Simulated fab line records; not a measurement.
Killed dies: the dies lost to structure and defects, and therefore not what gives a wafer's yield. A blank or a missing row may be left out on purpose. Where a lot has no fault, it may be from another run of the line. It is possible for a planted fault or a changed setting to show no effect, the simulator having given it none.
Matching of chambers ; flow gf180mcu ; 3 sister chambers for GF_V4_CVD_02 on pecvd-04
The step deposits SiO2 from TEOS, target thk 850 nm, time 94.851 s. 14 wafers are shown with their chamber, then 7 later ones without.

## WAFERS, EACH WITH ITS CHAMBER
wafer;chamber;heater power w (W);heater power outer w (W)
L076.1;1;636;383
L076.4;2;811;462
L076.6;0;809;496
L081.1;1;571;329
L081.2;2;778;464
L081.6;0;813;484
L087.1;0;660;380
L087.3;2;782;480
L087.6;2;837;494
L088.1;2;664;363
L088.2;0;688;405
L088.6;0;745;446
L089.1;0;856;514
L089.4;1;623;386

SIGNATURES (means of the wafers above)
reading;chamber 0;chamber 1;chamber 2;scatter within a chamber
heater power w;761.83;610.00;774.40;67.2
heater power outer w;454.17;366.00;452.60;49.5
Rule: for a wafer and a chamber, the distance is found by dividing, reading by reading, the gap between the wafer's reading and the chamber's mean by the reading's scatter, squaring, summing and taking the root. If the next closest chamber is less than 2 further off than the closest, the wafer can't be placed; otherwise it belongs to the closest. The scatter: take each reading less its chamber's mean, square it, sum over the shown wafers, divide by the number of wafers less the number of chambers, and take the root.

## WAFERS WITH NO CHAMBER GIVEN
wafer;heater power w (W);heater power outer w (W)
L089.6;667;399
L093.2;646;414
L093.4;687;421
L093.5;774;460
L095.1;597;339
L095.4;641;380
L095.5;650;376

## CHAMBER TAKEN BY EACH
wafer;from the rows above;in truth
L089.6;can't be placed: 1 or 0 or 2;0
L093.2;can't be placed: 1 or 0 or 2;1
L093.4;can't be placed: 0 or 2 or 1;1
L093.5;can't be placed: 2 or 0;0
L095.1;1;1
L095.4;can't be placed: 1 or 0 or 2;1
L095.5;can't be placed: 1 or 0 or 2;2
1 of 7 placed correctly. Unplaceable from these rows: 6, with the true chamber sitting among the candidates in 6. Wrongly placed: 0.
